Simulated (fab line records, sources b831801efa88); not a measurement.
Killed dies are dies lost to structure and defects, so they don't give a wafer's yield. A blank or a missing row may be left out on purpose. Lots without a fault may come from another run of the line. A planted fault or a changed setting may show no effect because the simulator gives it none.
Which tool did it? | flow gf180mcu | 13 lots, 39 wafers sampled, at 5 steps of a route of 602

WHAT THE GAUGES READ, wafer by wafer
GF_M4_CD_MEAS_14: target cd 280 nm. Usual: cd_nm 280.2 nm, standard deviation 1.2.
lot  | measured     | on        | cd_nm (nm)        | flag
L503 | day 23 07:44 | cd_sem-02 | 279.1 279.2 279.7 |
L504 | day 23 15:47 | cd_sem-01 | 279.8 278.9 279.8 |
L505 | day 23 18:08 | cd_sem-02 | 279.7 280.4 279.9 |
L506 | day 24 09:36 | cd_sem-01 | 279.8 279.1 280.2 |
L507 | day 25 01:26 | cd_sem-02 | 281.1 281.9 279.6 |
L509 | day 25 13:46 | cd_sem-02 | 279.2 280.9 279.0 |
L510 | day 26 19:26 | cd_sem-02 | 278.9 281.3 279.1 |
L511 | day 26 19:49 | cd_sem-02 | 279.6 280.1 279.9 |
L513 | day 27 09:25 | cd_sem-01 | 280.3 280.1 280.9 |
L514 | day 27 13:38 | cd_sem-01 | 278.6 278.8 278.8 |
L518 | day 28 16:05 | cd_sem-02 | 279.0 279.6 278.6 |
L523 | day 29 06:35 | cd_sem-02 | 278.0 277.8 278.0 |
L524 | day 29 14:12 | cd_sem-01 | 281.3 280.6 281.2 |

GF_MIM_THK_MEAS_06. Usual: MIM_CVD_05_THK 42.0 nm, standard deviation 0.55.
lot  | measured     | on            | MIM_CVD_05_THK (nm) | flag
L503 | day 24 08:57 | film_metro-04 | 42.5 43.3 42.8      |
L504 | day 24 17:13 | film_metro-01 | 42.4 41.7 42.8      |
L505 | day 24 19:56 | film_metro-01 | 41.1 42.3 41.6      |
L506 | day 25 10:02 | film_metro-03 | 43.3 43.0 42.5      |
L507 | day 26 01:34 | film_metro-04 | 42.1 41.8 42.9      |
L509 | day 26 12:26 | film_metro-01 | 41.7 42.8 42.2      |
L510 | day 27 17:50 | film_metro-01 | 41.6 41.2 41.5      |
L511 | day 27 18:27 | film_metro-03 | 41.4 42.7 42.8      |
L513 | day 28 08:08 | film_metro-03 | 41.1 41.9 42.1      |
L514 | day 28 12:44 | film_metro-04 | 41.9 41.3 41.8      |
L518 | day 29 14:02 | film_metro-04 | 40.6 58.1 42.6      | OFF
L523 | day 30 04:29 | film_metro-01 | 41.2 42.5 41.9      |
L524 | day 30 12:19 | film_metro-04 | 41.9 42.9 42.6      |

WHICH TOOL RAN EACH LOT (tool, then ch and the chambers of the sampled wafers, then the start)
lot  | GF_M4_METAL_ETCH_16               | GF_V4_CVD_23                  | GF_MIM_CVD_05
L503 | rie_metal-01 ch 0,1, day 23 07:54 | cvd_w-02 ch 0,1, day 24 08:06 | pecvd-04 ch 1,2, day 24 08:55
L504 | rie_metal-04 ch 0,1, day 23 15:57 | cvd_w-02 ch 0,1, day 24 16:22 | pecvd-04 ch 0,1,2, day 24 17:10
L505 | rie_metal-04 ch 0,1, day 23 18:17 | cvd_w-02 ch 0,1, day 24 19:06 | pecvd-03 ch 0,1, day 24 19:55
L506 | rie_metal-03 ch 0,1, day 24 09:44 | cvd_w-02 ch 0,1, day 25 09:13 | pecvd-04 ch 0,1,2, day 25 10:00
L507 | rie_metal-01 ch 0, day 25 01:36   | cvd_w-02 ch 0,1, day 26 00:43 | pecvd-03 ch 0,1, day 26 01:32
L509 | rie_metal-03 ch 1, day 25 13:55   | cvd_w-01 ch 1, day 26 11:28   | pecvd-03 ch 1,2, day 26 12:23
L510 | rie_metal-01 ch 0,1, day 26 19:35 | cvd_w-02 ch 0,1, day 27 16:59 | pecvd-01 ch 0,1,2, day 27 17:47
L511 | rie_metal-03 ch 0,1, day 26 19:57 | cvd_w-02 ch 0,1, day 27 17:36 | pecvd-03 ch 1,2, day 27 18:25
L513 | rie_metal-04 ch 1, day 27 09:34   | cvd_w-02 ch 0,1, day 28 07:17 | pecvd-01 ch 0,1, day 28 08:06
L514 | rie_metal-04 ch 1, day 27 13:47   | cvd_w-01 ch 0,1, day 28 11:53 | pecvd-01 ch 0,1,2, day 28 12:42
L518 | rie_metal-01 ch 0,1, day 28 16:15 | cvd_w-01 ch 0,1, day 29 13:11 | pecvd-01 ch 0,1,2, day 29 14:00
L523 | rie_metal-03 ch 0,1, day 29 06:45 | cvd_w-01 ch 0,1, day 30 03:38 | pecvd-04 ch 1,2, day 30 04:27
L524 | rie_metal-01 ch 0,1, day 29 14:20 | cvd_w-01 ch 0,1, day 30 11:28 | pecvd-03 ch 0,1,2, day 30 12:16
- GF_M4_METAL_ETCH_16: etches the open film in Cl2/BCl3, stops on SiO2, target depth 627.5 nm, time 104.6 s.
- GF_V4_CVD_23: deposits W, target thk 350 nm, time 104.9 s.
- GF_MIM_CVD_05: deposits Si3N4, target thk 42 nm, time 29.086 s.

WHAT THE TOOLS THEMSELVES READ (means of the sampled wafers that have a number; where no wafer has one, the mark that the record gives instead)
GF_M4_METAL_ETCH_16. Usual: chamber_pressure_mTorr 8.000 mTorr, standard deviation 0.008; drypump_motor_current_A 5.9 A, standard deviation 0.43; oes_product_au 0.971 a.u., standard deviation 0.0058; throttle_valve_pct 28.251 %, standard deviation 0.0097.
lot  | tool         | chamber_pressure_mTorr (mTorr) | drypump_motor_current_A (A) | oes_product_au (a.u.) | throttle_valve_pct (%) | flag
L503 | rie_metal-01 | 8.002                          | 6.1                         | 0.975                 | 28.249                 |
L504 | rie_metal-04 | 8.002                          | 6.1                         | 0.972                 | 28.251                 |
L505 | rie_metal-04 | 8.003                          | 6.0                         | 0.975                 | 28.243                 |
L506 | rie_metal-03 | 7.996                          | 5.4                         | 0.973                 | 28.247                 |
L507 | rie_metal-01 | 7.999                          | 6.2                         | 0.973                 | 28.252                 |
L509 | rie_metal-03 | 8.003                          | 5.3                         | 0.975                 | 28.246                 |
L510 | rie_metal-01 | 7.999                          | 6.1                         | 0.965                 | 28.259                 |
L511 | rie_metal-03 | 8.000                          | 5.5                         | 0.967                 | 28.268                 |
L513 | rie_metal-04 | 7.998                          | 6.5                         | 0.976                 | 28.250                 |
L514 | rie_metal-04 | 8.006                          | 6.4                         | 0.967                 | 28.249                 |
L518 | rie_metal-01 | 8.002                          | 6.1                         | 0.974                 | 28.254                 |
L523 | rie_metal-03 | 8.003                          | 5.5                         | 0.965                 | 28.260                 |
L524 | rie_metal-01 | 7.991                          | 6.1                         | 0.971                 | 28.259                 |

GF_V4_CVD_23. Usual: heater_power_w 849 W, standard deviation 70.
lot  | tool     | heater_power_w (W) | flag
L503 | cvd_w-02 | 824                |
L504 | cvd_w-02 | 821                |
L505 | cvd_w-02 | 820                |
L506 | cvd_w-02 | 832                |
L507 | cvd_w-02 | 838                |
L509 | cvd_w-01 | 972                |
L510 | cvd_w-02 | 833                |
L511 | cvd_w-02 | 832                |
L513 | cvd_w-02 | 841                |
L514 | cvd_w-01 | 823                |
L518 | cvd_w-01 | 919                |
L523 | cvd_w-01 | 826                |
L524 | cvd_w-01 | 832                |

GF_MIM_CVD_05. Usual: heater_power_w 678 W, standard deviation 96.
lot  | tool     | heater_power_w (W) | flag
L503 | pecvd-04 | 692                |
L504 | pecvd-04 | 732                |
L505 | pecvd-03 | 701                |
L506 | pecvd-04 | 763                |
L507 | pecvd-03 | 761                |
L509 | pecvd-03 | 603                |
L510 | pecvd-01 | 641                |
L511 | pecvd-03 | 615                |
L513 | pecvd-01 | 698                |
L514 | pecvd-01 | 626                |
L518 | pecvd-01 | 668                |
L523 | pecvd-04 | 703                |
L524 | pecvd-03 | 604                |

THE ANSWER, worked out from the rows above alone
Rule: a lot is off if the mean of its wafers that have a number lies more than 3 standard deviations from the usual mean. A lot without any number at a reading at which 4 lots or more have one is off too. The other lots that the step has rows for count as sound. The gauges are gone through in route order, then the tools' own readings, and for those a lot's mean is taken as printed above. The first step at which some lot is off is used, and at that step the reading that is off furthest; a lot without a number counts as furthest.
Off: L518, at GF_MIM_THK_MEAS_06 (MIM_CVD_05_THK).
A tool fits if, at a process step before that reading, it ran every lot that is off, and no sound lot after the first of them. The gauges at GF_MIM_THK_MEAS_06 are tried like those tools. One fits: pecvd-01 at GF_MIM_CVD_05. Its last sound lot is L514 (day 28 12:42), its first lot that is off L518 (day 29 14:00): a fault that began between those two fits.

WHAT THE SIMULATOR HAD PUT IN
Process parameter drift: pecvd-01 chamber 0, from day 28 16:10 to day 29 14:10, at GF_MIM_CVD_05. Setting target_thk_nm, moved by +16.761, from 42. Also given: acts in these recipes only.
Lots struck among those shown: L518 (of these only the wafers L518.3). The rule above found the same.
